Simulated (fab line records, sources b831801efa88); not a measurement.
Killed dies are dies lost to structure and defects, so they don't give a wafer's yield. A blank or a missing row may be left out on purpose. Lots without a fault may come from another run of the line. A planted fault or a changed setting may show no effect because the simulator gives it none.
Problem report in the 8D (eight disciplines) form, filled by code | flow gf180mcu | the parts of the form that need people (team, actions taken, sign-off) are left out

1. THE PROBLEM
cd_nm at GF_HV_LDD_CD_MEAS_07 reads a mean of 251.2 nm on 6 wafers of 2 lots; wafers without a fault read 399.3 nm with a standard deviation of 2.6. That is -57 standard deviations from the usual mean.
The step: target cd 400 nm.
First seen on wafer L706.1, day 12 12:53, on cd_sem-01. The record holds 39 wafers of 13 lots with a number at this step. Rule for "out", or "out of limits": more than 4 standard deviations from the usual mean. The other wafers with a number count as sound.

2. WHAT IT IS AND WHAT IT IS NOT
question                    | is                     | is not
which readings at this step | cd_nm                  | -
which lots                  | L706, L708             | L698, L699, L700, L701, L714, L715, L716, L717, L718, L719, L721
which wafers of those lots  | all that have a number | -
read on which gauges        | cd_sem-01, cd_sem-02   | -
when                        | from day 12 12:53      | up to then (12 sound wafers); but 21 sound wafers of L714, L715, L716, L717, L718, L719, L721 came after

3. SUSPECTS, AND WHAT RULES EACH OUT
Counting: a tool at a process step up to the reading stays a suspect if it ran every lot that is out and no sound lot after the first of them.
- the gauge at GF_HV_LDD_CD_MEAS_07: ruled out. The wafers that are out were read on 2 gauges (cd_sem-01, cd_sem-02).
- plasma_asher-03 at GF_POLY_GATE_STRIP_14 (strips in O2/N2): kept. It ran every lot that is out, first L706 (day 11 15:38), and no sound lot after that.
- litho_track-02 at GF_HV_LDD_DEVELOP_06 (develop time 60 s): ruled out as a lasting fault. Sound lots L714, L716, L719, L721 ran on it after its first lot that is out, L706 (day 12 12:44).
Left after counting: plasma_asher-03 at GF_POLY_GATE_STRIP_14.

4. THE CAUSE (what the simulator had put in)
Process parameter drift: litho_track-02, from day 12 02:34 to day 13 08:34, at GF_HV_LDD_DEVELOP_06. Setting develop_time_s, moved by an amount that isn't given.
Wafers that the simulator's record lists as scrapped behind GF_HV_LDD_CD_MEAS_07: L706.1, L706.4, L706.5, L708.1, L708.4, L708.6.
Counting ruled it out, wrongly: the rule takes a fault to strike every lot that its tool runs from its start on, and this one did not.

5. THE CHAIN OF EFFECTS, in route order
Each row: a reading whose mean over the struck wafers that have a number lies more than 3 standard deviations from the usual. Only readings for which the record gives a usual standard deviation are gone through. hours: the time from each lot's start at the first step in this table that gives one to its start at this step, as a median over the lots. sigmas: the change in usual standard deviations.
hours | step                 | reading | usual    | on struck wafers | change | sigmas
0     | GF_HV_LDD_CD_MEAS_07 | cd_nm   | 399.3 nm | 251.2            | -148.1 | -57

6. WHAT WOULD HAVE CAUGHT IT SOONER
In this record the first reading out of limits at a measuring or inspecting step was taken at day 12 12:53, 10 hours after the fault began at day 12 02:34.
